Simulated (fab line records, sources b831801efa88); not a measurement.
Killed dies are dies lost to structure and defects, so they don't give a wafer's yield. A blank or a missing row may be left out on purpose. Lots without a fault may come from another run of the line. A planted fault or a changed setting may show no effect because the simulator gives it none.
One fault seen from 2 desks | flow gf180mcu | each desk has only its own numbers; what lay behind them comes last

THE TOOL OWNER'S DESK: pvd_sputter-02
The tool's own readings at GF_MIM_SPUTTER_01 (material TiN, target thk 30 nm, time 25 s): means of the sampled wafers that have a number, for each lot that ran on this tool. A lot is out of limits, marked OUT, if its mean lies more than 4 standard deviations from the usual mean; the brackets give that distance.
Columns: A = cathode_dc_power_W at GF_MIM_SPUTTER_01, usual 6500.2 W; B = throttle_valve_pct at GF_MIM_SPUTTER_01, usual 29.6 %
lot  | first seen here | A                        | B
L714 | day 24 09:39    | 6499.5                   | 29.0
L716 | day 25 07:48    | 6500.8                   | 29.5
L720 | day 26 12:48    | 6500.6                   | 29.0
L721 | day 27 09:37    | 6225.4 (-99 or more) OUT | 29.1
L725 | day 28 13:21    | 6224.4 (-99 or more) OUT | 29.0
This desk's finding: out of limits on L721, L725; first on L721, day 27 09:37 (cathode_dc_power_W at GF_MIM_SPUTTER_01). In limits: L714, L716, L720.

THE METROLOGY DESK
What the gauges read, lot by lot, whatever tool the lot ran on: means of the sampled wafers that have a number. A lot is out of limits, marked OUT, if its mean lies more than 4 standard deviations from the usual mean; the brackets give that distance.
Columns: A = V2_OVL at GF_V2_OVL_MEAS_15, usual -2 nm; B = V3_CVD_00_THK at GF_V3_THK_MEAS_01, usual 580 nm
lot  | first seen here | A   | B
L714 | day 20 05:08    | -3  | 575
L716 | day 21 04:56    | -1  | 581
L717 | day 21 09:32    | -3  | 572
L720 | day 22 12:47    | -10 | 582
L721 | day 23 13:05    | 1   | 575
L726 | day 24 20:08    | 5   | 585
L725 | day 24 20:38    | -10 | 581
L728 | day 25 13:08    | -2  | 580
L730 | day 25 22:56    | -5  | 576
L729 | day 26 01:08    | -5  | 584
L731 | day 26 06:20    | -10 | 579
L736 | day 27 17:17    | -4  | 592
L737 | day 28 01:23    | -11 | 579
This desk's finding: nothing out of limits on any of the 13 lots.

PUT TOGETHER
The tool owner's desk could have raised an alarm at day 27 09:37, on L721, L725.
The metrology desk saw nothing out of limits.
The metrology desk has L721, L725 on record, within its limits.
Of the lots named, all ran GF_MIM_SPUTTER_01 on pvd_sputter-02.

WHAT THE SIMULATOR HAD PUT IN
Process parameter drift: pvd_sputter-02, from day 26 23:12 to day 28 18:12, at GF_MIM_SPUTTER_01. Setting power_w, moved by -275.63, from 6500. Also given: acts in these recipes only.
Lots struck among those shown: L721, L725.
Hours from the fault's start to each desk's first reading out of limits: the tool owner's desk, 10.
